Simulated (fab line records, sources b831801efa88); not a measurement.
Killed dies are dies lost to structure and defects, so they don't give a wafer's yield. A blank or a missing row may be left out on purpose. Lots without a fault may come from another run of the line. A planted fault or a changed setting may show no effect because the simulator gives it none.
Which tool did it? | flow gf180mcu | 11 lots, 33 wafers sampled, at 5 steps of a route of 602

WHAT THE GAUGES READ, wafer by wafer
GF_M2_CD_MEAS_14: target cd 280 nm. Usual: cd_nm 279.8 nm, standard deviation 1.4.
lot  | measured     | on        | cd_nm (nm)        | flag
L146 | day 19 21:44 | cd_sem-01 | 281.1 281.2 281.9 |
L147 | day 20 04:34 | cd_sem-02 | 279.7 281.8 280.1 |
L148 | day 20 17:29 | cd_sem-01 | 278.7 279.0 280.8 |
L156 | day 23 20:10 | cd_sem-01 | 279.9 279.7 279.5 |
L158 | day 24 11:31 | cd_sem-01 | 281.7 280.1 280.0 |
L159 | day 24 16:02 | cd_sem-01 | 278.6 278.9 278.7 |
L160 | day 24 22:43 | cd_sem-02 | 277.7 276.9 277.5 |
L161 | day 25 09:22 | cd_sem-01 | 280.4 280.7 280.1 |
L164 | day 26 08:23 | cd_sem-01 | 278.8 278.7 279.7 |
L165 | day 26 08:43 | cd_sem-02 | 279.5 279.6 277.6 |
L166 | day 26 15:43 | cd_sem-01 | 277.4 277.6 278.0 |

GF_V2_RS_MEAS_24: measures by four-point-probe. Usual: V2_W_RS 0.328 ohm/sq, standard deviation 0.0036.
lot  | measured     | on            | V2_W_RS (ohm/sq)     | flag
L146 | day 21 00:26 | film_metro-03 | 43.622 43.914 44.171 | OFF
L147 | day 21 06:45 | film_metro-01 | 44.668 44.760 44.899 | OFF
L148 | day 21 20:04 | film_metro-04 | 43.491 43.995 43.883 | OFF
L156 | day 24 21:01 | film_metro-01 | 0.321 0.323 0.322    |
L158 | day 25 11:39 | film_metro-04 | 0.325 0.325 0.325    |
L159 | day 25 16:04 | film_metro-01 | 0.326 0.323 0.329    |
L160 | day 25 21:54 | film_metro-03 | 0.326 0.327 0.331    |
L161 | day 26 08:25 | film_metro-03 | 0.327 0.327 0.326    |
L164 | day 27 07:28 | film_metro-01 | 0.328 0.333 0.328    |
L165 | day 27 08:02 | film_metro-01 | 0.330 0.329 0.329    |
L166 | day 27 15:03 | film_metro-03 | 0.335 0.336 0.337    |

GF_V2_THK_MEAS_25: measures by xrf. Usual: V2_W_THK 343 nm, standard deviation 5.4.
lot  | measured     | on            | V2_W_THK (nm) | flag
L146 | day 21 00:32 | film_metro-03 | <0 <0 <0      | OFF
L147 | day 21 06:52 | film_metro-01 | <0 - <0       | OFF
L148 | day 21 20:11 | film_metro-04 | <0 - -        | OFF
L156 | day 24 21:07 | film_metro-01 | 351 348 351   |
L158 | day 25 11:44 | film_metro-04 | 342 341 340   |
L159 | day 25 16:10 | film_metro-01 | 343 348 341   |
L160 | day 25 22:01 | film_metro-03 | 351 351 345   |
L161 | day 26 08:31 | film_metro-03 | 348 347 346   |
L164 | day 27 07:34 | film_metro-01 | 346 341 347   |
L165 | day 27 08:10 | film_metro-01 | 344 344 345   |
L166 | day 27 15:10 | film_metro-03 | 335 333 333   |

WHICH TOOL RAN EACH LOT (tool, then ch and the chambers of the sampled wafers, then the start)
lot  | GF_V2_ETCH_16                      | GF_V2_CVD_23
L146 | rie_diel-03 ch 0,1,2, day 20 23:32 | cvd_w-01 ch 0,1, day 21 00:18
L147 | rie_diel-01 ch 0,1,3, day 21 05:53 | cvd_w-02 ch 1, day 21 06:38
L148 | rie_diel-03 ch 0,1,2, day 21 19:10 | cvd_w-01 ch 0,1, day 21 19:56
L156 | rie_diel-01 ch 2,3, day 24 20:04   | cvd_w-02 ch 0,1, day 24 20:54
L158 | rie_diel-02 ch 0,1, day 25 10:43   | cvd_w-02 ch 0,1, day 25 11:31
L159 | rie_diel-01 ch 1,2, day 25 15:08   | cvd_w-02 ch 0,1, day 25 15:56
L160 | rie_diel-03 ch 0,1,3, day 25 21:01 | cvd_w-02 ch 0,1, day 25 21:47
L161 | rie_diel-03 ch 2,3, day 26 07:31   | cvd_w-01 ch 0,1, day 26 08:19
L164 | rie_diel-02 ch 0,1,2, day 27 06:34 | cvd_w-02 ch 0,1, day 27 07:20
L165 | rie_diel-03 ch 0,1,2, day 27 07:10 | cvd_w-01 ch 0,1, day 27 07:55
L166 | rie_diel-03 ch 0,2, day 27 14:10   | cvd_w-02 ch 0, day 27 14:56
- GF_V2_ETCH_16: etches BARC in N2/H2.
- GF_V2_CVD_23: deposits W, target thk 350 nm, time 104.94 s.

WHAT THE TOOLS THEMSELVES READ (means of the sampled wafers that have a number; where no wafer has one, the mark that the record gives instead)
GF_V2_ETCH_16. Usual: drypump_motor_current_A 5.7 A, standard deviation 0.36; oes_product_au 0.854 a.u., standard deviation 0.0047; throttle_valve_pct 13.224 %, standard deviation 0.0099.
lot  | tool        | drypump_motor_current_A (A) | oes_product_au (a.u.) | throttle_valve_pct (%) | flag
L146 | rie_diel-03 | 5.5                         | 0.860                 | 13.234                 |
L147 | rie_diel-01 | 5.4                         | 0.857                 | 13.225                 |
L148 | rie_diel-03 | 5.5                         | 0.852                 | 13.220                 |
L156 | rie_diel-01 | 5.8                         | 0.846                 | 13.217                 |
L158 | rie_diel-02 | 6.1                         | 0.860                 | 13.219                 |
L159 | rie_diel-01 | 5.3                         | 0.855                 | 13.224                 |
L160 | rie_diel-03 | 5.7                         | 0.855                 | 13.215                 |
L161 | rie_diel-03 | 5.8                         | 0.856                 | 13.221                 |
L164 | rie_diel-02 | 5.9                         | 0.854                 | 13.225                 |
L165 | rie_diel-03 | 5.5                         | 0.854                 | 13.222                 |
L166 | rie_diel-03 | 5.7                         | 0.858                 | 13.227                 |

GF_V2_CVD_23. Usual: chamber_pressure_Torr 39.98 Torr, standard deviation 0.084; heater_power_outer_w 509 W, standard deviation 66; heater_power_w 861 W, standard deviation 86.
lot  | tool     | chamber_pressure_Torr (Torr) | heater_power_outer_w (W) | heater_power_w (W) | flag
L146 | cvd_w-01 | -                            | -                        | -                  | OFF
L147 | cvd_w-02 | -                            | -                        | -                  | OFF
L148 | cvd_w-01 | -                            | -                        | -                  | OFF
L156 | cvd_w-02 | 40.01                        | 543                      | 931                |
L158 | cvd_w-02 | 40.01                        | 483                      | 832                |
L159 | cvd_w-02 | 39.97                        | 480                      | 851                |
L160 | cvd_w-02 | 40.03                        | 538                      | 909                |
L161 | cvd_w-01 | 39.93                        | 518                      | 854                |
L164 | cvd_w-02 | 39.94                        | 482                      | 851                |
L165 | cvd_w-01 | 39.96                        | 497                      | 828                |
L166 | cvd_w-02 | 39.98                        | 424                      | 788                |

THE ANSWER, worked out from the rows above alone
Rule: a lot is off if the mean of its wafers that have a number lies more than 3 standard deviations from the usual mean. A lot without any number at a reading at which 4 lots or more have one is off too. The other lots that the step has rows for count as sound. The gauges are gone through in route order, then the tools' own readings, and for those a lot's mean is taken as printed above. The first step at which some lot is off is used, and at that step the reading that is off furthest; a lot without a number counts as furthest.
Off: L146, L147, L148, at GF_V2_RS_MEAS_24 (V2_W_RS).
A tool fits if, at a process step before that reading, it ran every lot that is off, and no sound lot after the first of them. The gauges at GF_V2_RS_MEAS_24 aren't tried: what is off there is off at GF_V2_CVD_23 too, on other tools, and a gauge's error can't cause that. None of those tried fits.

WHAT THE SIMULATOR HAD PUT IN
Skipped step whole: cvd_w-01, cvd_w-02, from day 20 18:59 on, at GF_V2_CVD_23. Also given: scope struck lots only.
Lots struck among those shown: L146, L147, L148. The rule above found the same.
